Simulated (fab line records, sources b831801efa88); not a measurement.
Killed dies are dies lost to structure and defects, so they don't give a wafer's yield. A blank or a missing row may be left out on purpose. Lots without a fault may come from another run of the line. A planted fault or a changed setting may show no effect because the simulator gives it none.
One fault seen from 2 desks | flow gf180mcu | each desk has only its own numbers; what lay behind them comes last

THE TOOL OWNER'S DESK: pvd_sputter-03
The tool's own readings at GF_M2_SPUTTER_02 (material AlCu, target thk 450 nm, time 23.9 s): means of the sampled wafers that have a number, for each lot that ran on this tool. A lot is out of limits, marked OUT, if its mean lies more than 4 standard deviations from the usual mean; the brackets give that distance.
Columns: A = throttle_valve_pct at GF_M2_SPUTTER_02, usual 29.9 %
lot  | first seen here | A
L612 | day 20 15:13    | 29.8
L614 | day 21 14:13    | 30.6
L619 | day 23 00:12    | 30.2
L622 | day 24 02:58    | 29.3
This desk's finding: nothing out of limits on any of the 4 lots.

THE METROLOGY DESK
What the gauges read, lot by lot, whatever tool the lot ran on: means of the sampled wafers that have a number. A lot is out of limits, marked OUT, if its mean lies more than 4 standard deviations from the usual mean; the brackets give that distance.
Columns: A = M2_ALCU_RS at GF_M2_RS_MEAS_05, usual 0.0699 ohm/sq; B = M2_ALCU_THK at GF_M2_THK_MEAS_06, usual 454 nm
lot  | first seen here | A                 | B
L607 | day 18 06:14    | 0.0702            | 454
L608 | day 18 19:02    | 0.0705            | 450
L611 | day 20 01:17    | 0.0702            | 456
L612 | day 20 15:18    | 0.0693            | 465
L613 | day 21 12:17    | 0.0706            | 451
L614 | day 21 14:19    | 0.0681            | 467
L619 | day 23 00:19    | 0.0691            | 463
L621 | day 23 17:48    | 0.0691            | 462
L622 | day 24 03:05    | 0.0742 (+5.1) OUT | 424 (-4.1) OUT
L628 | day 25 21:46    | 0.0697            | 451
L630 | day 26 08:59    | 0.0704            | 446
This desk's finding: out of limits on L622; first on L622, day 24 03:05 (M2_ALCU_RS at GF_M2_RS_MEAS_05). In limits: L607, L608, L611, L612, L613, L614, L619, L621, L628, L630.

PUT TOGETHER
The metrology desk could have raised an alarm at day 24 03:05, on L622.
The tool owner's desk saw nothing out of limits.
The tool owner's desk has L622 on record, within its limits.
Of the lots named, all ran GF_M2_SPUTTER_02 on pvd_sputter-03.

WHAT THE SIMULATOR HAD PUT IN
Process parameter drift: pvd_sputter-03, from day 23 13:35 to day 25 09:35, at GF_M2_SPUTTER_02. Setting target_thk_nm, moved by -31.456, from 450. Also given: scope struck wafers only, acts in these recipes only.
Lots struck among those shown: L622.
Hours from the fault's start to each desk's first reading out of limits: the metrology desk, 14.
